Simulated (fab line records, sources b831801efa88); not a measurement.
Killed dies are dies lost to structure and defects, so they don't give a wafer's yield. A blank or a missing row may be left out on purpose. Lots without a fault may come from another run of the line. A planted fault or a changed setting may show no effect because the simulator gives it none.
One fault seen from 2 desks | flow sky130 | each desk has only its own numbers; what lay behind them comes last

THE TOOL OWNER'S DESK: rie_metal-03
The tool's own readings at SKY_CAPM_METAL_ETCH_13 (etches TiN in Cl2/BCl3, stops on SiO2, target depth 220 nm, time 62.9 s): means of the sampled wafers that have a number, for each lot that ran on this tool. A lot is out of limits, marked OUT, if its mean lies more than 4 standard deviations from the usual mean; the brackets give that distance.
Columns: A = bias_w at SKY_CAPM_METAL_ETCH_13, usual 48.53 W; B = drypump_motor_current_A at SKY_CAPM_METAL_ETCH_13, usual 5.5 A; C = oes_product_au at SKY_CAPM_METAL_ETCH_13, usual 0.940 a.u.; D = throttle_valve_pct at SKY_CAPM_METAL_ETCH_13, usual 21.902 %
lot  | first seen here | A     | B   | C     | D
L778 | day 40 10:46    | 48.56 | 5.7 | 0.938 | 21.898
L780 | day 41 07:34    | 48.56 | 5.6 | 0.936 | 21.906
L783 | day 42 08:02    | 48.89 | 5.6 | 0.940 | 21.906
L786 | day 42 23:25    | 48.85 | 5.7 | 0.945 | 21.896
This desk's finding: nothing out of limits on any of the 4 lots.

THE METROLOGY DESK
What the gauges read, lot by lot, whatever tool the lot ran on: means of the sampled wafers that have a number. A lot is out of limits, marked OUT, if its mean lies more than 4 standard deviations from the usual mean; the brackets give that distance.
Columns: A = CAPM_CVD_00_THK at SKY_CAPM_THK_MEAS_01, usual 15.49 nm; B = CAPM_TIN_RS at SKY_CAPM_RS_MEAS_03, usual 6.92 ohm/sq; C = CAPM_TIN_THK at SKY_CAPM_THK_MEAS_04, usual 198.1 nm; D = CAPM_OVL at SKY_CAPM_OVL_MEAS_12, usual -1.0 nm
lot  | first seen here | A     | B    | C     | D
L778 | day 39 11:18    | 15.29 | 6.94 | 197.4 | -1.5
L779 | day 39 20:22    | 15.50 | 6.89 | 196.9 | -1.7
L780 | day 40 07:22    | 15.61 | 6.98 | 196.3 | -1.9
L783 | day 41 08:58    | 15.49 | 6.92 | 200.7 | 0.5
L784 | day 41 21:55    | 15.50 | 6.86 | 199.4 | -1.8
L786 | day 42 00:10    | 15.55 | 6.84 | 200.6 | -0.2
This desk's finding: nothing out of limits on any of the 6 lots.

PUT TOGETHER
The tool owner's desk saw nothing out of limits.
The metrology desk saw nothing out of limits.

WHAT THE SIMULATOR HAD PUT IN
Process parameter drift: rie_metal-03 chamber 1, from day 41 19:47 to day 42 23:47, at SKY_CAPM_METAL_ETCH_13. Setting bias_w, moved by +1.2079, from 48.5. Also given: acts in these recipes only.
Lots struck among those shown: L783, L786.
